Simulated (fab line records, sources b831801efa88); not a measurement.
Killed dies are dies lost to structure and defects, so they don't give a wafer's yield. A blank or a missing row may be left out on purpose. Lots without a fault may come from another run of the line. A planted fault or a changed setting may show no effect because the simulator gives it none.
fab line records | flow sfq_line
record lots=6 wafers=18 last_day=87
route steps=325 shown I0@57 M1@58
lots that met no fault: from a run of the same line without faults
start_h: hours from the record's first day to the start of the lot's first wafer shown | wait_h: hours since the lot's step before | " the same as in the row above | L1.1+2: a row that stands for several wafers | - no value, or no start given | * or withheld: withheld | < > ~ a bound
route shown NAME@n: a module of which the file shows steps, and the number in the route of the first | usual: mean/standard deviation of fault-free wafers | same: alike in all rows | chamber/n: place in a boat | sites: the reading at each site | _std_site: their standard deviation | _edge_site: outer sites' mean less inner sites' | radius_mm: how far each site lies from the wafer's centre | mask NAME#n: copy n | behind: the tool/chamber that last shaped the wafer | hold: why the lot was held/for how many hours/how that ended | device: the transistor (n, p or np) that didn't switch | end of line: the same wafers' tests at the end of the route | a step without rows: its recipe alone | killed: dies lost to structure and defects at the first sort, not the wafer's yield | map: a wafer's dies, x killed, . not, _ none there
set.NAME: the setting as run; set.NAME@STEP: as run at that earlier step | model.NAME: the simulator's own value behind a step, which no gauge read
lots at some steps of the route; a table a step, a row a wafer
services: from which hour (start_h, from the record's first day; less than 0 if before it) a tool's chamber was out of use, for how many hours, and why
## steps
# step SFQ_TRILAYER_I0_VIA_STRIP_SOLV_CLEAN_036
# recipe chemistry=NMP temp_c=70 time_s=600
# step SFQ_TRILAYER_M1_DEP_PRE_CLEAN_038
# recipe gas=Ar time_s=22.5 bias_v=250
# step SFQ_TRILAYER_M1_DEP_SPUTTER_037
# recipe material=Nb base_pressure_pa=1.33e-06 chamber_pressure_pa=0.1333 substrate_temp_c=20 resputter_cathode_voltage_v=400 target_thk_nm=200 power_w=2000 time_s=133.3
# usual throttle_valve_pct=30.1/0.67
# columns lot.wafer tool chamber start_h wait_h throttle_valve_pct
L114.1 pvd_sputter-03 - 389.11 0.0 30.6
L114.2 " - " " 30.7
L114.3 " - " " 31.1
L115.4 pvd_sputter-03 - 403.24 0.0 30.7
L115.5 " - " " 31.0
L115.6 " - " " 30.2
L126.1 pvd_sputter-05 - 537.67 0.0 29.6
L126.4 " - " " 29.5
L126.6 " - " " 29.5
L128.1 pvd_sputter-04 - 552.07 0.0 30.7
L128.2 " - " " 29.3
L128.5 " - " " 29.1
L135.1 pvd_sputter-05 - 615.90 0.0 30.2
L135.4 " - " " 30.3
L135.6 " - " " 29.3
L137.2 pvd_sputter-04 - 634.12 0.0 30.4
L137.4 " - " " 29.2
L137.6 " - " " 30.7
# step SFQ_M1_RS_MEAS_909
# recipe thk_meas_gauge=four-point-probe reads=Nb_of_TRILAYER_M1_DEP_SPUTTER_037
# usual M1_NB_RS=0.889/0.0093
# columns lot.wafer tool chamber start_h wait_h M1_NB_RS[ohm/sq]
L114.1 film_metro-03 - 389.20 0.0 0.890
L114.2 " - " " 0.892
L114.3 " - " " 0.901
L115.4 film_metro-04 - 403.39 0.1 0.890
L115.5 " - " " 0.899
L115.6 " - " " 0.885
L126.1 film_metro-03 - 537.76 0.0 0.889
L126.4 " - " " 0.894
L126.6 " - " " 0.896
L128.1 film_metro-03 - 552.16 0.0 0.889
L128.2 " - " " 0.891
L128.5 " - " " 0.868
L135.1 film_metro-03 - 615.99 0.0 0.882
L135.4 " - " " 0.885
L135.6 " - " " 0.874
L137.2 film_metro-03 - 634.23 0.1 0.875
L137.4 " - " " 0.898
L137.6 " - " " 0.882
# step SFQ_TRILAYER_M1_LITHO_COAT_044
# recipe resist=BARC spin_rpm=3000 resist_thk_nm=62
# step SFQ_TRILAYER_M1_LITHO_COAT_039
# recipe resist=KrF spin_rpm=3000 resist_thk_nm=600
# step SFQ_TRILAYER_M1_LITHO_SOFTBAKE_043
# recipe temp_c=withheld time_s=withheld resist=KrF
# step SFQ_TRILAYER_M1_LITHO_EXPOSE_040
# recipe mask_id=M1 na=0.6 source_shape=conventional sigma_outer=0.65 target_cd_nm=500 dose_mj=14.4
# step SFQ_TRILAYER_M1_LITHO_PEB_042
# recipe peb_temp_c=115 peb_time_s=60 resist=KrF
# step SFQ_TRILAYER_M1_LITHO_DEVELOP_041
# recipe time_s=60 resist=KrF
# step SFQ_M1_OVL_MEAS_911
# usual M1_OVL=0/5.8
# columns lot.wafer tool chamber start_h wait_h M1_OVL[nm]
L114.1 overlay-01 - 392.09 0.1 -10
L114.2 " - " " -8
L114.3 " - " " -11
L115.4 overlay-02 - 405.90 0.1 -6
L115.5 " - " " -6
L115.6 " - " " -5
L126.1 overlay-02 - 674.82 0.1 0
L126.4 " - " " 7
L126.6 " - " " 7
L128.1 overlay-02 - 685.62 0.1 3
L128.2 " - " " 9
L128.5 " - " " 3
L135.1 overlay-02 - 758.98 0.1 -7
L135.4 " - " " -9
L135.6 " - " " -6
L137.2 overlay-02 - 774.59 0.1 -2
L137.4 " - " " -2
L137.6 " - " " -1
# step SFQ_TRILAYER_M1_BARC_OPEN_METAL_ETCH_054
# recipe mask_material=PR chemistry=O2 target_depth_nm=125 target=BARC icp_w=600 bias_w=80 pressure_mtorr=10 time_s=41.7
# usual chamber_pressure_mTorr=10.001/0.0096 drypump_motor_current_A=5.6/0.51 oes_product_au=0.685/0.0047
# columns lot.wafer tool chamber start_h wait_h chamber_pressure_mTorr drypump_motor_current_A oes_product_au rf_hours_counter_h model.KrF_of_TRILAYER_M1_LITHO_COAT_039.thk_nm
L114.1 rie_metal-03 1 392.12 0.0 9.998 4.8 0.686 90 526.5
L114.2 " 0 " " 10.005 6.2 0.690 156 525.2
L114.3 " 0 " " 9.980 6.1 0.686 - 525.7
L115.4 rie_metal-01 1 405.98 0.1 9.996 6.0 0.680 - 524.2
L115.5 " 1 " " 10.010 6.0 0.677 - 525.2
L115.6 " 1 " " 10.007 6.0 0.684 - 522.5
L126.1 rie_metal-03 1 674.86 0.0 10.002 4.8 0.680 137 529.9
L126.4 " 0 " " 10.011 6.1 0.682 - 521
L126.6 " 1 " " 9.999 4.8 0.689 - 529.8
L128.1 rie_metal-03 0 685.66 0.0 9.990 6.2 0.678 30 531
L128.2 " 1 " " 9.992 4.8 0.689 139 521.8
L128.5 " 1 " " 10.002 4.8 0.693 - 522.8
L135.1 rie_metal-04 1 759.02 0.0 9.992 5.7 0.684 57 520.9
L135.4 " 1 " " 10.007 5.7 0.689 - 519.9
L135.6 " 1 " " 10.005 5.7 0.690 - 519.7
L137.2 rie_metal-03 0 774.62 0.0 10.007 6.2 0.690 43 525.2
L137.4 " 1 " " 10.004 4.8 0.687 - 523.6
L137.6 " 0 " " 9.989 6.1 0.685 - 524.1
# step SFQ_TRILAYER_M1_ETCH_METAL_ETCH_042
# recipe target=Nb stop_on=SiO2 mask_material=PR chemistry=Cl2/Ar target_depth_nm=240 icp_w=600 bias_w=80 pressure_mtorr=10 time_s=120
# usual chamber_pressure_mTorr=10.000/0.0098 drypump_motor_current_A=5.6/0.52 oes_product_au=0.894/0.0075
# columns lot.wafer tool chamber start_h wait_h chamber_pressure_mTorr drypump_motor_current_A oes_product_au rf_hours_counter_h model.KrF_of_TRILAYER_M1_LITHO_COAT_039.thk_nm
L114.1 rie_metal-03 1 392.18 0.0 10.001 4.8 0.885 90 382
L114.2 " 0 " " 9.991 6.1 0.884 156 382.9
L114.3 " 0 " " 10.011 6.2 0.883 - 384.3
L115.4 rie_metal-01 1 406.16 0.2 9.991 6.0 0.900 - 385.4
L115.5 " 1 " " 10.014 6.0 0.889 - 386.1
L115.6 " 1 " " 10.003 6.0 0.901 - 384.3
L126.1 rie_metal-03 1 674.92 0.0 10.013 4.8 0.903 137 388.8
L126.4 " 0 " " 9.995 6.1 0.889 - 379.4
L126.6 " 1 " " 9.989 4.8 0.890 - 387.2
L128.1 rie_metal-03 0 685.72 0.0 10.016 6.1 0.894 30 388.7
L128.2 " 1 " " 10.000 4.8 0.893 139 379.1
L128.5 " 1 " " 10.002 4.8 0.903 - 379.8
L135.1 rie_metal-04 1 759.08 0.0 9.997 5.7 0.896 57 378.7
L135.4 " 1 " " 10.004 5.7 0.902 - 378
L135.6 " 1 " " 9.990 5.6 0.908 - 377.6
L137.2 rie_metal-03 0 774.68 0.0 10.007 6.1 0.898 43 387.5
L137.4 " 1 " " 9.987 4.8 0.889 - 384.7
L137.6 " 0 " " 9.996 6.2 0.906 - 386.2
# step SFQ_TRILAYER_M1_STRIP_STRIP_043
# recipe gas=O2 power_w=200 platen_temp_c=40 overash_fraction=0.65 chemistry=O2 pressure_mtorr=50
# usual chamber_pressure_mTorr=50.00/0.048 drypump_motor_current_A=5.6/0.52 oes_product_au=1.000/0.0086
# columns lot.wafer tool chamber start_h wait_h chamber_pressure_mTorr drypump_motor_current_A oes_product_au rf_hours_counter_h
L114.1 rie_metal-03 1 392.31 0.1 50.04 4.8 1.011 90
L114.2 " 0 " " 50.02 6.1 1.010 156
L114.3 " 0 " " 49.97 6.1 0.999 -
L115.4 rie_metal-01 1 406.89 0.7 50.08 5.9 0.988 -
L115.5 " 1 " " 49.94 6.0 0.983 -
L115.6 " 1 " " 49.98 6.0 0.995 -
L126.1 rie_metal-03 1 675.04 0.1 50.01 4.8 1.010 137
L126.4 " 0 " " 50.01 6.1 1.009 -
L126.6 " 1 " " 49.99 4.8 1.009 -
L128.1 rie_metal-03 0 685.84 0.1 49.93 6.2 1.001 30
L128.2 " 1 " " 50.02 4.8 1.001 139
L128.5 " 1 " " 50.01 4.8 1.004 -
L135.1 rie_metal-04 1 759.21 0.1 50.05 5.7 0.991 57
L135.4 " 1 " " 49.98 5.7 1.002 -
L135.6 " 1 " " 50.00 5.7 0.991 -
L137.2 rie_metal-03 0 774.81 0.1 50.02 6.1 0.985 43
L137.4 " 1 " " 49.95 4.8 0.995 -
L137.6 " 0 " " 49.98 6.1 0.998 -
## services
# columns tool chamber start_h hours kind
rie_metal-01 0 403.58 17.5 repair
pvd_sputter-04 - 419.70 6.8 repair
pvd_sputter-03 0 435.06 - consumable_replace:kit
pvd_sputter-03 0 435.06 18.0 scheduled_down
pvd_sputter-03 0 435.06 18.0 vent_cycle
rie_metal-01 0 435.32 2.9 repair
rie_metal-04 0 447.78 16.8 repair
rie_metal-03 0 449.70 6.4 repair
rie_metal-04 - 459.76 2.8 pm
rie_metal-01 1 469.18 1.5 repair
pvd_sputter-05 - 474.03 1.2 repair
rie_metal-03 0 491.01 - clean
rie_metal-03 0 491.01 15.1 scheduled_down
rie_metal-03 0 491.01 15.1 vent_cycle
pvd_sputter-05 - 510.72 6.8 repair
rie_metal-01 1 566.09 3.0 repair
rie_metal-04 0 590.58 6.5 repair
pvd_sputter-04 2 602.44 - consumable_replace:kit
pvd_sputter-04 2 602.44 18.0 scheduled_down
pvd_sputter-05 - 636.08 0.6 repair
rie_metal-01 - 637.56 1.4 pm
rie_metal-04 - 714.82 14.6 pm
rie_metal-01 - 725.69 1.1 repair
pvd_sputter-04 - 769.11 2.2 repair
## key
first_sign none at tools or gauges
model_effect step=SFQ_TRILAYER_M1_BARC_OPEN_METAL_ETCH_054 value=KrF_of_TRILAYER_M1_LITHO_COAT_039.thk_nm without=521.2 struck=530.2
model_effect step=SFQ_TRILAYER_M1_ETCH_METAL_ETCH_042 value=KrF_of_TRILAYER_M1_LITHO_COAT_039.thk_nm without=379.2 struck=388.2
met_at SFQ_TRILAYER_M1_BARC_OPEN_METAL_ETCH_054
struck_wafers L126.1,L126.6,L128.1
onset_between 392.12 674.86
fault kind=process_parameter_drift tool=rie_metal-03 chamber=- onset_h=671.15 steps=SFQ_TRILAYER_M1_BARC_OPEN_METAL_ETCH_054 channel=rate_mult offset=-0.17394 shape=step end_h=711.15 scope=struck_wafers_only
